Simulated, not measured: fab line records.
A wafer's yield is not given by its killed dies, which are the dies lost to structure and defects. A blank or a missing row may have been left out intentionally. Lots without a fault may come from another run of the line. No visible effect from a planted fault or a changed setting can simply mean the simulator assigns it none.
fab line records -- flow sfq-line
record lots=6, wafers=18, last-day=86
route steps=325 shown M3@122 I3@133 M4@148 I4@163 M8@325
lots that met no fault: from a run of the same line without faults
start-h: the number of hours between the record's first day and the start of the first shown wafer of the lot -- wait-h: hours since the lot's step before -- " as in the row above -- L1.1+2: one row covering several wafers at once -- - no value, or no start given -- * or withheld: withheld -- < > ~ a bound
route shown NAME@n: a module of which the file shows steps, and the number in the route of the first -- usual: average and standard deviation across the fault-free wafers -- same: alike in all rows -- chamber/n: place in a boat -- sites: the reading at each site -- _std_site: the standard deviation of these -- _edge_site: mean of outer sites minus mean of inner sites -- radius-mm: how far each site lies from the wafer's centre -- mask NAME#n: copy n -- behind: the most recent tool/chamber to have shaped the wafer -- hold: reason for holding the lot/hours on hold/outcome of the hold -- device: the n, p or np transistor that did not switch -- end of line: tests run on the same wafers once the route is complete -- for a step that has no rows: nothing shown but its recipe -- killed: count of dies lost to structure and defects at first sort (not the wafer's yield) -- map: a wafer's dies, marking killed ones x, the rest . and places with no die _
set.NAME: the setting the step ran with; set.NAME@STEP: the setting that earlier step ran with -- model.NAME: the simulator's own value behind a step, which no gauge read
lots at selected steps of the route; one table per step, one row per wafer
services: when a tool's chamber went out of use (start-h, in hours from the record's first day, below 0 if earlier), for how many hours, and the reason
## steps
# step SFQ_TRILAYER_M3_LITHO_COAT_080
# recipe resist=BARC, spin-rpm=3000, resist-thk-nm=62
# step SFQ_TRILAYER_M3_LITHO_COAT_075
# recipe resist=KrF, spin-rpm=3000, resist-thk-nm=600
# step SFQ_TRILAYER_M3_LITHO_SOFTBAKE_079
# recipe temp-c=withheld, time-s=withheld, resist=KrF
# step SFQ_TRILAYER_M3_LITHO_EXPOSE_076
# recipe mask-id=M3, na=0.6, source-shape=conventional, sigma-outer=0.65, target-cd-nm=500, dose-mj=14.4
# step SFQ_TRILAYER_M3_LITHO_PEB_078
# recipe peb-temp-c=115, peb-time-s=60, resist=KrF
# step SFQ_TRILAYER_M3_LITHO_DEVELOP_077
# recipe time-s=60, resist=KrF
# step SFQ_M3_OVL_MEAS_921
# usual M3_OVL=1/5.5
lot.wafer,tool,chamber,start-h,wait-h,M3_OVL[nm]
L887.2,overlay-02,-,570.64,0.1,-4
L887.5,overlay-02,-,570.64,0.1,-3
L887.6,overlay-02,-,570.64,0.1,-4
L888.3,overlay-02,-,611.53,0.1,-3
L888.4,overlay-02,-,611.53,0.1,-3
L888.6,overlay-02,-,611.53,0.1,1
L889.1,overlay-02,-,612.72,0.1,3
L889.3,overlay-02,-,612.72,0.1,-4
L889.4,overlay-02,-,612.72,0.1,7
L891.4,overlay-02,-,627.51,0.1,3
L891.5,overlay-02,-,627.51,0.1,12
L891.6,overlay-02,-,627.51,0.1,5
L898.2,overlay-01,-,902.05,0.1,-3
L898.5,overlay-01,-,902.05,0.1,-4
L898.6,overlay-01,-,902.05,0.1,-6
L904.1,overlay-02,-,918.85,0.1,6
L904.2,overlay-02,-,918.85,0.1,-2
L904.5,overlay-02,-,918.85,0.1,11
# step SFQ_TRILAYER_M3_BARC_OPEN_METAL_ETCH_100
# recipe mask-material=PR, chemistry=O2, target-depth-nm=125, target=BARC, icp-w=600, bias-w=80, pressure-mtorr=10, time-s=41.7
# usual drypump-motor-current-A=5.39/0.28, oes-product-au=0.684/0.0049
lot.wafer,tool,chamber,start-h,wait-h,drypump-motor-current-A,oes-product-au,rf-hours-counter-h
L887.2,rie-metal-02,0,570.67,0.0,5.45,0.689,63
L887.5,rie-metal-02,1,570.67,0.0,5.66,0.680,-
L887.6,rie-metal-02,0,570.67,0.0,5.49,0.678,-
L888.3,rie-metal-02,1,611.57,0.0,5.67,0.688,-
L888.4,rie-metal-02,0,611.57,0.0,5.46,0.690,-
L888.6,rie-metal-02,1,611.57,0.0,5.67,0.681,-
L889.1,rie-metal-02,0,612.75,0.0,5.51,0.691,69
L889.3,rie-metal-02,0,612.75,0.0,5.49,0.688,-
L889.4,rie-metal-02,1,612.75,0.0,5.70,0.688,-
L891.4,rie-metal-02,0,627.55,0.0,5.50,0.676,-
L891.5,rie-metal-02,0,627.55,0.0,5.48,0.689,-
L891.6,rie-metal-02,1,627.55,0.0,5.69,0.689,-
L898.2,rie-metal-04,0,902.08,0.0,4.87,0.687,45
L898.5,rie-metal-04,1,902.08,0.0,5.45,0.684,-
L898.6,rie-metal-04,0,902.08,0.0,4.90,0.685,-
L904.1,rie-metal-02,1,918.88,0.0,5.69,0.688,151
L904.2,rie-metal-02,0,918.88,0.0,5.48,0.697,115
L904.5,rie-metal-02,1,918.88,0.0,5.69,0.686,-
# step SFQ_TRILAYER_M3_ETCH_METAL_ETCH_078
# recipe target=Nb, stop-on=SiO2, mask-material=PR, chemistry=Cl2/Ar, target-depth-nm=240, icp-w=600, bias-w=80, pressure-mtorr=10, time-s=120
# step SFQ_TRILAYER_M3_STRIP_STRIP_079
# recipe gas=O2, power-w=200, platen-temp-c=40, overash-fraction=0.65, chemistry=O2, pressure-mtorr=50
# usual drypump-motor-current-A=5.40/0.28, oes-product-au=0.995/0.0066
lot.wafer,tool,chamber,start-h,wait-h,drypump-motor-current-A,oes-product-au,rf-hours-counter-h
L887.2,rie-metal-02,0,570.86,0.1,5.48,0.983,63
L887.5,rie-metal-02,1,570.86,0.1,5.68,0.996,-
L887.6,rie-metal-02,0,570.86,0.1,5.48,0.995,-
L888.3,rie-metal-02,1,611.94,0.2,5.70,0.989,-
L888.4,rie-metal-02,0,611.94,0.2,5.48,0.992,-
L888.6,rie-metal-02,1,611.94,0.2,5.71,0.996,-
L889.1,rie-metal-02,0,612.94,0.1,5.46,0.999,69
L889.3,rie-metal-02,0,612.94,0.1,5.51,1.002,-
L889.4,rie-metal-02,1,612.94,0.1,5.68,0.993,-
L891.4,rie-metal-02,0,627.91,0.2,5.53,1.004,-
L891.5,rie-metal-02,0,627.91,0.2,5.49,0.996,-
L891.6,rie-metal-02,1,627.91,0.2,5.68,1.011,-
L898.2,rie-metal-04,0,902.27,0.1,4.83,0.991,45
L898.5,rie-metal-04,1,902.27,0.1,5.45,1.002,-
L898.6,rie-metal-04,0,902.27,0.1,4.88,0.988,-
L904.1,rie-metal-02,1,919.07,0.1,5.69,1.002,151
L904.2,rie-metal-02,0,919.07,0.1,5.48,0.989,115
L904.5,rie-metal-02,1,919.07,0.1,5.70,1.001,-
# step SFQ_TRILAYER_M3_STRIP_SOLV_CLEAN_080
# recipe chemistry=NMP, temp-c=70, time-s=600
# step SFQ_TRILAYER_I3_DEP_PECVD_081
# recipe material=SiO2, temp-c=150, time-s=111.11, pressure-torr=2.4, rf-w=183.3, precursor=SiH4/N2O, target-thk-nm=500
# step SFQ_TRILAYER_I3_CMP_CMP_082
# recipe material=SiO2, down-force-psi=3, platen-rpm=60, pad-velocity-m-s=0.94248
# usual motor-current-A=9.9/0.96, time-to-endpoint-s=213/7.3
lot.wafer,tool,chamber,start-h,wait-h,motor-current-A,time-to-endpoint-s,model.SiO2_of_TRILAYER_I3_DEP_PECVD_081.thk-nm
L887.2,cmp-02,3,597.42,25.7,11.6,221,199.2
L887.6,cmp-02,3,599.42,27.7,12.1,219,199.9
L887.5,cmp-02,0,599.42,27.7,9.7,225,198.4
L888.4,cmp-02,1,652.63,39.9,10.3,209,199.5
L888.3,cmp-02,3,653.63,40.9,11.3,209,199.2
L888.6,cmp-02,0,653.63,40.9,9.2,208,198.8
L889.1,cmp-02,3,655.13,41.2,12.2,208,200.4
L889.4,cmp-02,0,655.13,41.2,9.9,287,308.3
L889.3,cmp-02,1,655.13,41.2,10.0,279,305.6
L891.4,cmp-02,3,664.63,36.1,11.7,286,307.2
L891.5,cmp-02,2,666.13,37.6,9.1,215,199.1
L891.6,cmp-02,3,666.13,37.6,12.2,283,306.9
L898.2,cmp-02,2,904.82,1.7,9.8,211,199.3
L898.6,cmp-02,1,906.32,3.2,10.3,216,199.8
L898.5,cmp-02,2,906.32,3.2,8.8,216,200.2
L904.2,cmp-01,2,920.24,0.4,9.3,223,201.6
L904.1,cmp-01,0,921.24,1.4,9.8,206,200.9
L904.5,cmp-01,3,922.74,2.8,8.3,212,200.6
# step SFQ_I3_BOW_MEAS_922
# recipe mode=bow
# usual I3_BOW=2/9.1
lot.wafer,tool,chamber,start-h,wait-h,I3_BOW[um]
L887.2,film-metro-04,-,600.44,2.5,1
L887.5,film-metro-04,-,600.44,2.5,0
L887.6,film-metro-04,-,600.44,2.5,2
L888.3,film-metro-01,-,655.28,1.2,4
L888.4,film-metro-01,-,655.28,1.2,-2
L888.6,film-metro-01,-,655.28,1.2,0
L889.1,film-metro-01,-,658.13,2.5,5
L889.3,film-metro-01,-,658.13,2.5,9
L889.4,film-metro-01,-,658.13,2.5,4
L889.1,film-metro-01,-,659.45,1.3,-
L889.3,film-metro-01,-,659.45,1.3,-
L889.4,film-metro-01,-,659.45,1.3,-
L891.4,film-metro-01,-,667.19,2.1,21
L891.5,film-metro-01,-,667.19,2.1,21
L891.6,film-metro-01,-,667.19,2.1,12
L891.4,film-metro-01,-,668.51,1.3,-
L891.5,film-metro-01,-,668.51,1.3,-
L891.6,film-metro-01,-,668.51,1.3,-
L898.2,film-metro-01,-,907.34,2.0,-1
L898.5,film-metro-01,-,907.34,2.0,-7
L898.6,film-metro-01,-,907.34,2.0,2
L904.1,film-metro-01,-,923.24,1.5,-11
L904.2,film-metro-01,-,923.24,1.5,12
L904.5,film-metro-01,-,923.24,1.5,3
# step SFQ_TRILAYER_I3_METRO_MEASURE_083
# usual thk-nm=199.6/0.94
lot.wafer,tool,chamber,start-h,wait-h,thk-nm
L887.2,film-metro-04,-,600.74,0.3,199.2
L887.5,film-metro-04,-,600.74,0.3,198.3
L887.6,film-metro-04,-,600.74,0.3,199.9
L888.3,film-metro-01,-,655.76,0.5,199.3
L888.4,film-metro-01,-,655.76,0.5,199.4
L888.6,film-metro-01,-,655.76,0.5,198.7
L889.1,film-metro-01,-,663.35,3.9,200.4
L889.3,film-metro-01,-,663.35,3.9,305.8
L889.4,film-metro-01,-,663.35,3.9,308.3
L889.1,film-metro-01,-,665.45,1.9,200.3
L889.3,film-metro-01,-,665.45,1.9,305.7
L889.4,film-metro-01,-,665.45,1.9,307.9
L891.4,film-metro-01,-,671.17,2.6,307.1
L891.5,film-metro-01,-,671.17,2.6,199.0
L891.6,film-metro-01,-,671.17,2.6,306.6
L891.4,film-metro-01,-,672.53,1.2,306.9
L891.5,film-metro-01,-,672.53,1.2,199.0
L891.6,film-metro-01,-,672.53,1.2,307.0
L898.2,film-metro-01,-,907.64,0.3,199.1
L898.5,film-metro-01,-,907.64,0.3,200.3
L898.6,film-metro-01,-,907.64,0.3,199.6
L904.1,film-metro-01,-,923.36,0.1,201.0
L904.2,film-metro-01,-,923.36,0.1,201.5
L904.5,film-metro-01,-,923.36,0.1,200.7
# step SFQ_TRILAYER_I3_VIA_LITHO_COAT_090
# recipe resist=BARC, spin-rpm=3000, resist-thk-nm=62
# step SFQ_TRILAYER_I3_VIA_LITHO_COAT_085
# recipe resist=KrF, spin-rpm=3000, resist-thk-nm=650
# step SFQ_TRILAYER_I3_VIA_LITHO_SOFTBAKE_089
# recipe temp-c=withheld, time-s=withheld, resist=KrF
# step SFQ_TRILAYER_I3_VIA_LITHO_EXPOSE_086
# recipe mask-id=I3, na=0.6, source-shape=conventional, sigma-outer=0.65, target-cd-nm=500, dose-mj=21.3
# step SFQ_TRILAYER_I3_VIA_LITHO_PEB_088
# recipe peb-temp-c=115, peb-time-s=60, resist=KrF
# step SFQ_TRILAYER_I3_VIA_LITHO_DEVELOP_087
# recipe time-s=60, resist=KrF
# step SFQ_I3_OVL_MEAS_923
# usual I3_OVL=-2/5.6
lot.wafer,tool,chamber,start-h,wait-h,I3_OVL[nm]
L887.2,overlay-02,-,736.94,0.1,-1
L887.5,overlay-02,-,736.94,0.1,-6
L887.6,overlay-02,-,736.94,0.1,-5
L888.3,overlay-01,-,800.55,0.1,1
L888.4,overlay-01,-,800.55,0.1,1
L888.6,overlay-01,-,800.55,0.1,8
L889.1,overlay-01,-,802.94,0.1,-8
L889.3,overlay-01,-,802.94,0.1,-1
L889.4,overlay-01,-,802.94,0.1,4
L891.4,overlay-01,-,813.76,0.1,2
L891.5,overlay-01,-,813.76,0.1,14
L891.6,overlay-01,-,813.76,0.1,-1
L898.2,overlay-01,-,910.98,0.1,-6
L898.5,overlay-01,-,910.98,0.1,-8
L898.6,overlay-01,-,910.98,0.1,-5
L904.1,overlay-02,-,927.49,0.1,-1
L904.2,overlay-02,-,927.49,0.1,-6
L904.5,overlay-02,-,927.49,0.1,-5
# step SFQ_TRILAYER_I3_VIA_BARC_OPEN_VIA_ETCH_121
# recipe mask-material=PR, chemistry=O2, target-depth-nm=125, target=BARC, source-w=500, bias-w=80, pressure-mtorr=30, time-s=41.7
# usual drypump-motor-current-A=5.9/0.47, oes-product-au=0.684/0.0048
lot.wafer,tool,chamber,start-h,wait-h,drypump-motor-current-A,oes-product-au,rf-hours-counter-h
L887.2,rie-diel-04,0,736.97,0.0,6.6,0.676,10
L887.5,rie-diel-04,0,736.97,0.0,6.5,0.682,-
L887.6,rie-diel-04,3,736.97,0.0,6.3,0.686,-
L888.3,rie-diel-04,2,800.57,0.0,6.2,0.686,19
L888.4,rie-diel-04,2,800.57,0.0,6.2,0.687,-
L888.6,rie-diel-04,0,800.57,0.0,6.5,0.683,-
L889.1,rie-diel-03,3,802.97,0.0,4.8,0.681,24
L889.3,rie-diel-03,2,802.97,0.0,5.8,0.690,23
L889.4,rie-diel-03,1,802.97,0.0,6.6,0.686,9
L891.4,rie-diel-02,0,813.77,0.0,5.8,0.689,1
L891.5,rie-diel-02,2,813.77,0.0,6.0,0.688,-
L891.6,rie-diel-02,1,813.77,0.0,5.4,0.676,-
L898.2,rie-diel-02,0,911.01,0.0,5.8,0.678,3
L898.5,rie-diel-02,3,911.01,0.0,5.6,0.681,-
L898.6,rie-diel-02,0,911.01,0.0,5.8,0.683,-
L904.1,rie-diel-03,0,927.53,0.0,5.7,0.683,6
L904.2,rie-diel-03,3,927.53,0.0,4.7,0.680,0
L904.5,rie-diel-03,1,927.53,0.0,6.5,0.684,-
# step SFQ_TRILAYER_I3_VIA_ETCH_VIA_ETCH_088
# recipe target=SiO2, stop-on=Nb, mask-material=PR, taper-deg=20, chemistry=CHF3, target-depth-nm=260, source-w=500, bias-w=80, pressure-mtorr=30, time-s=withheld
# usual drypump-motor-current-A=5.9/0.47, oes-product-au=0.854/0.005
lot.wafer,tool,chamber,start-h,wait-h,drypump-motor-current-A,oes-product-au,model.etch.depth-nm,model.I3.feature-depth-nm
L887.2,rie-diel-04,0,737.01,0.0,6.6,0.853,199.2,199.2
L887.5,rie-diel-04,0,737.01,0.0,6.6,0.850,198.4,198.4
L887.6,rie-diel-04,3,737.01,0.0,6.3,0.857,199.9,199.9
L888.3,rie-diel-04,2,800.61,0.0,6.2,0.850,199.2,199.2
L888.4,rie-diel-04,2,800.61,0.0,6.2,0.850,199.5,199.5
L888.6,rie-diel-04,0,800.61,0.0,6.5,0.857,198.8,198.8
L889.1,rie-diel-03,3,803.01,0.0,4.7,0.861,200.4,200.4
L889.3,rie-diel-03,2,803.01,0.0,5.7,1.001,257,257
L889.4,rie-diel-03,1,803.01,0.0,6.5,1.005,262.3,262.3
L891.4,rie-diel-02,0,813.81,0.0,5.8,1.005,259.3,259.3
L891.5,rie-diel-02,2,813.81,0.0,6.0,0.851,199.1,199.1
L891.6,rie-diel-02,1,813.81,0.0,5.5,1.001,260,260
L898.2,rie-diel-02,0,911.05,0.0,5.8,0.854,199.3,199.3
L898.5,rie-diel-02,3,911.05,0.0,5.6,0.857,200.2,200.2
L898.6,rie-diel-02,0,911.05,0.0,5.8,0.853,199.8,199.8
L904.1,rie-diel-03,0,927.57,0.0,5.7,0.860,200.9,200.9
L904.2,rie-diel-03,3,927.57,0.0,4.8,0.856,201.6,201.6
L904.5,rie-diel-03,1,927.57,0.0,6.6,0.849,200.6,200.6
# step SFQ_TRILAYER_I3_VIA_STRIP_STRIP_089
# recipe gas=O2, power-w=200, platen-temp-c=40, overash-fraction=0.65, chemistry=O2, pressure-mtorr=50
# usual drypump-motor-current-A=5.6/0.43, oes-product-au=0.998/0.0067
lot.wafer,tool,chamber,start-h,wait-h,drypump-motor-current-A,oes-product-au,rf-hours-counter-h
L887.2,rie-metal-01,1,737.13,-,5.4,1.001,121
L887.5,rie-metal-01,1,737.13,-,5.4,1.007,-
L887.6,rie-metal-01,0,737.13,-,5.3,1.003,-
L888.3,rie-metal-01,1,800.93,-,5.4,0.990,-
L888.4,rie-metal-01,0,800.93,-,5.4,0.992,-
L888.6,rie-metal-01,0,800.93,-,5.4,1.001,-
L889.1,rie-metal-02,0,803.13,-,5.5,0.999,97
L889.3,rie-metal-02,0,803.13,-,5.5,0.991,-
L889.4,rie-metal-02,1,803.13,-,5.7,0.991,-
L891.4,rie-metal-01,1,814.13,-,5.4,0.999,-
L891.5,rie-metal-01,0,814.13,-,5.3,0.998,-
L891.6,rie-metal-01,1,814.13,-,5.4,0.994,-
L898.2,rie-metal-03,1,911.16,-,6.4,1.010,106
L898.5,rie-metal-03,1,911.16,-,6.4,1.005,-
L898.6,rie-metal-03,0,911.16,-,5.2,0.999,-
L904.1,rie-metal-03,1,927.68,-,6.4,0.995,108
L904.2,rie-metal-03,0,927.68,-,5.1,0.995,140
L904.5,rie-metal-03,1,927.68,-,6.4,1.005,-
# step SFQ_TRILAYER_I3_VIA_STRIP_SOLV_CLEAN_090
# recipe chemistry=NMP, temp-c=70, time-s=600
# step SFQ_TRILAYER_M4_DEP_PRE_CLEAN_092
# recipe gas=Ar, time-s=22.5, bias-v=250
lot.wafer,tool,chamber,start-h,wait-h,model.SiO2_of_TRILAYER_I3_DEP_PECVD_081.thk-nm
L887.2,pvd-sputter-04,-,737.90,0.0,191.7
L887.5,pvd-sputter-04,-,737.90,0.0,190.9
L887.6,pvd-sputter-04,-,737.90,0.0,192.4
L888.3,pvd-sputter-04,-,801.50,0.0,191.7
L888.4,pvd-sputter-04,-,801.50,0.0,192
L888.6,pvd-sputter-04,-,801.50,0.0,191.3
L889.1,pvd-sputter-05,-,803.90,0.0,192.9
L889.3,pvd-sputter-05,-,803.90,0.0,298.1
L889.4,pvd-sputter-05,-,803.90,0.0,300.8
L891.4,pvd-sputter-05,-,814.70,0.0,299.7
L891.5,pvd-sputter-05,-,814.70,0.0,191.6
L891.6,pvd-sputter-05,-,814.70,0.0,299.4
L898.2,pvd-sputter-04,-,911.94,0.0,191.8
L898.5,pvd-sputter-04,-,911.94,0.0,192.7
L898.6,pvd-sputter-04,-,911.94,0.0,192.3
L904.1,pvd-sputter-04,-,928.45,0.0,193.4
L904.2,pvd-sputter-04,-,928.45,0.0,194.1
L904.5,pvd-sputter-04,-,928.45,0.0,193.1
# step SFQ_TRILAYER_M4_DEP_SPUTTER_091
# recipe material=Nb, base-pressure-pa=1.33e-06, chamber-pressure-pa=0.1333, substrate-temp-c=20, resputter-cathode-voltage-v=400, target-thk-nm=200, power-w=2000, time-s=133.3
# step SFQ_M4_RS_MEAS_924
# recipe thk-meas-gauge=four-point-probe, reads=Nb_of_TRILAYER_M4_DEP_SPUTTER_091
# usual M4_NB_RS=0.890/0.0081
lot.wafer,tool,chamber,start-h,wait-h,M4_NB_RS[ohm/sq]
L887.2,film-metro-01,-,738.04,0.1,0.890
L887.5,film-metro-01,-,738.04,0.1,0.888
L887.6,film-metro-01,-,738.04,0.1,0.887
L888.3,film-metro-04,-,801.66,0.1,0.882
L888.4,film-metro-04,-,801.66,0.1,0.882
L888.6,film-metro-04,-,801.66,0.1,0.895
L889.1,film-metro-01,-,804.02,0.0,0.885
L889.3,film-metro-01,-,804.02,0.0,0.885
L889.4,film-metro-01,-,804.02,0.0,0.886
L891.4,film-metro-04,-,814.88,0.1,0.888
L891.5,film-metro-04,-,814.88,0.1,0.882
L891.6,film-metro-04,-,814.88,0.1,0.880
L898.2,film-metro-04,-,912.09,0.1,0.884
L898.5,film-metro-04,-,912.09,0.1,0.888
L898.6,film-metro-04,-,912.09,0.1,0.890
L904.1,film-metro-04,-,928.57,0.0,0.892
L904.2,film-metro-04,-,928.57,0.0,0.890
L904.5,film-metro-04,-,928.57,0.0,0.889
# step SFQ_TRILAYER_M4_LITHO_COAT_098
# recipe resist=BARC, spin-rpm=3000, resist-thk-nm=62
# step SFQ_TRILAYER_M4_LITHO_COAT_093
# recipe resist=KrF, spin-rpm=3000, resist-thk-nm=600
# step SFQ_TRILAYER_M4_LITHO_SOFTBAKE_097
# recipe temp-c=withheld, time-s=withheld, resist=KrF
# step SFQ_TRILAYER_M4_LITHO_EXPOSE_094
# recipe mask-id=M4, na=0.6, source-shape=conventional, sigma-outer=0.65, target-cd-nm=500, dose-mj=14.4
# step SFQ_TRILAYER_M4_LITHO_PEB_096
# recipe peb-temp-c=115, peb-time-s=60, resist=KrF
# step SFQ_TRILAYER_M4_LITHO_DEVELOP_095
# recipe time-s=60, resist=KrF
# step SFQ_M4_OVL_MEAS_926
# usual M4_OVL=-2/6.6
lot.wafer,tool,chamber,start-h,wait-h,M4_OVL[nm]
L887.2,overlay-01,-,885.25,0.1,2
L887.5,overlay-01,-,885.25,0.1,2
L887.6,overlay-01,-,885.25,0.1,0
L888.3,overlay-01,-,959.66,0.1,-3
L888.4,overlay-01,-,959.66,0.1,-9
L888.6,overlay-01,-,959.66,0.1,-7
L889.1,overlay-01,-,963.25,0.1,-3
L889.3,overlay-01,-,963.25,0.1,-1
L889.4,overlay-01,-,963.25,0.1,3
L891.4,overlay-02,-,975.26,0.1,0
L891.5,overlay-02,-,975.26,0.1,4
L891.6,overlay-02,-,975.26,0.1,7
L898.2,overlay-01,-,1071.22,0.1,2
L898.5,overlay-01,-,1071.22,0.1,-4
L898.6,overlay-01,-,1071.22,0.1,-2
L904.1,overlay-02,-,1084.42,0.1,9
L904.2,overlay-02,-,1084.42,0.1,4
L904.5,overlay-02,-,1084.42,0.1,5
# step SFQ_TRILAYER_M4_BARC_OPEN_METAL_ETCH_123
# recipe mask-material=PR, chemistry=O2, target-depth-nm=125, target=BARC, icp-w=600, bias-w=80, pressure-mtorr=10, time-s=41.7
# step SFQ_TRILAYER_M4_ETCH_METAL_ETCH_096
# recipe target=Nb, stop-on=SiO2, mask-material=PR, chemistry=Cl2/Ar, target-depth-nm=240, icp-w=600, bias-w=80, pressure-mtorr=10, time-s=120
# usual drypump-motor-current-A=5.4/0.48, oes-product-au=0.894/0.0065
lot.wafer,tool,chamber,start-h,wait-h,drypump-motor-current-A,oes-product-au,rf-hours-counter-h
L887.2,rie-metal-03,1,885.34,0.0,6.4,0.898,103
L887.5,rie-metal-03,1,885.34,0.0,6.4,0.898,-
L887.6,rie-metal-03,0,885.34,0.0,5.1,0.900,-
L888.3,rie-metal-03,1,959.89,0.1,6.4,0.900,-
L888.4,rie-metal-03,1,959.89,0.1,6.4,0.897,-
L888.6,rie-metal-03,1,959.89,0.1,6.4,0.888,-
L889.1,rie-metal-04,0,963.34,0.0,4.9,0.897,54
L889.3,rie-metal-04,0,963.34,0.0,4.9,0.902,-
L889.4,rie-metal-04,1,963.34,0.0,5.5,0.898,-
L891.4,rie-metal-01,1,975.38,0.1,5.4,0.895,-
L891.5,rie-metal-01,1,975.38,0.1,5.4,0.897,-
L891.6,rie-metal-01,0,975.38,0.1,5.3,0.888,-
L898.2,rie-metal-04,0,1071.31,0.0,4.9,0.891,68
L898.5,rie-metal-04,1,1071.31,0.0,5.5,0.898,-
L898.6,rie-metal-04,0,1071.31,0.0,4.9,0.891,-
L904.1,rie-metal-01,0,1084.51,0.0,5.3,0.887,55
L904.2,rie-metal-01,1,1084.51,0.0,5.4,0.899,5
L904.5,rie-metal-01,0,1084.51,0.0,5.4,0.887,-
# step SFQ_TRILAYER_M4_STRIP_STRIP_097
# recipe gas=O2, power-w=200, platen-temp-c=40, overash-fraction=0.65, chemistry=O2, pressure-mtorr=50
# step SFQ_TRILAYER_M4_STRIP_SOLV_CLEAN_098
# recipe chemistry=NMP, temp-c=70, time-s=600
# step SFQ_TRILAYER_I4_DEP_PECVD_099
# recipe material=SiO2, temp-c=150, time-s=111.11, pressure-torr=2.4, rf-w=183.3, precursor=SiH4/N2O, target-thk-nm=500
# step SFQ_M8_BOW_MEAS_951
# recipe mode=bow
# usual M8_BOW=5/12
lot.wafer,tool,chamber,start-h,wait-h,M8_BOW[um],model.etest.i3.link-ohm
L887.2,film-metro-04,-,1975.88,0.0,8,1.945
L887.5,film-metro-04,-,1975.88,0.0,6,1.946
L887.6,film-metro-04,-,1975.88,0.0,9,1.952
L888.3,film-metro-04,-,1984.30,0.0,14,1.955
L888.4,film-metro-04,-,1984.30,0.0,10,1.956
L888.6,film-metro-04,-,1984.30,0.0,10,1.981
L889.1,film-metro-04,-,1987.86,0.0,-2,1.965
L889.3,film-metro-04,-,1987.86,0.0,3,1e+06
L889.4,film-metro-04,-,1987.86,0.0,-4,1e+06
L891.4,film-metro-04,-,1997.52,0.1,24,1e+06
L891.5,film-metro-04,-,1997.52,0.1,23,1.943
L891.6,film-metro-04,-,1997.52,0.1,15,1e+06
L898.2,film-metro-04,-,2045.95,0.0,8,1.96
L898.5,film-metro-04,-,2045.95,0.0,1,1.968
L898.6,film-metro-04,-,2045.95,0.0,11,1.969
L904.1,film-metro-04,-,2061.52,0.0,-18,1.976
L904.2,film-metro-04,-,2061.52,0.0,8,1.971
L904.5,film-metro-04,-,2061.52,0.0,-3,1.966
## services
tool,chamber,start-h,hours,kind
rie-diel-03,-,551.62,0.7,repair
cmp-02,-,575.42,4.0,pm
film-metro-01,-,594.12,0.8,pm
film-metro-01,-,614.30,0.7,pm
cmp-02,-,637.75,1.0,repair
rie-metal-01,1,664.16,7.1,repair
film-metro-01,-,676.41,1.0,pm
cmp-02,-,752.81,1.8,repair
film-metro-01,-,777.65,4.0,pm
rie-metal-01,1,787.70,9.2,repair
cmp-02,-,793.04,1.1,repair
film-metro-01,-,832.95,1.8,pm
film-metro-01,-,839.12,0.3,pm
cmp-02,-,846.71,3.7,pm
film-metro-01,-,859.30,1.5,pm
cmp-02,-,915.72,4.0,pm
film-metro-01,-,921.41,0.3,pm
rie-metal-01,0,926.30,4.1,repair
cmp-02,-,943.06,2.1,repair
film-metro-01,-,953.21,1.7,pm
cmp-02,-,968.00,4.1,pm
cmp-02,-,973.88,0.9,repair
cmp-02,-,990.25,2.5,repair
film-metro-01,-,1084.12,2.7,pm
## key
first-sign step=SFQ_TRILAYER_I3_CMP_CMP_082, reading=time-to-endpoint-s, direction=up, sigmas=9.7, usual=*, struck=*
effect step=SFQ_I3_BOW_MEAS_922, reading=visit, direction=added
effect step=SFQ_TRILAYER_I3_METRO_MEASURE_083, reading=visit, direction=added
effect step=SFQ_TRILAYER_I3_METRO_MEASURE_083, reading=thk-nm, direction=up, sigmas=99+, usual=199.6, struck=306.9
effect step=SFQ_TRILAYER_I3_VIA_ETCH_VIA_ETCH_088, reading=oes-product-au, direction=up, sigmas=30, usual=0.854, struck=1.003
model-effect step=SFQ_TRILAYER_I3_CMP_CMP_082, value=SiO2_of_TRILAYER_I3_DEP_PECVD_081.thk-nm, without=200.3, struck=307
model-effect step=SFQ_TRILAYER_I3_VIA_ETCH_VIA_ETCH_088, value=etch.depth-nm, without=200.3, struck=259.7
model-effect step=SFQ_TRILAYER_M4_DEP_PRE_CLEAN_092, value=SiO2_of_TRILAYER_I3_DEP_PECVD_081.thk-nm, without=192.8, struck=299.5
model-effect step=SFQ_M8_BOW_MEAS_951, value=etest.i3.link-ohm, without=1.96, struck=1e+06
met-at SFQ_TRILAYER_I3_CMP_CMP_082
struck-wafers L889.3,L889.4,L891.4,L891.6
fault kind=process-parameter-drift, tool=cmp-02, chamber=-, onset-h=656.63, steps=SFQ_TRILAYER_I3_CMP_CMP_082, channel=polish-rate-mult, offset=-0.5, shape=step, end-h=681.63, scope=struck-wafers-only
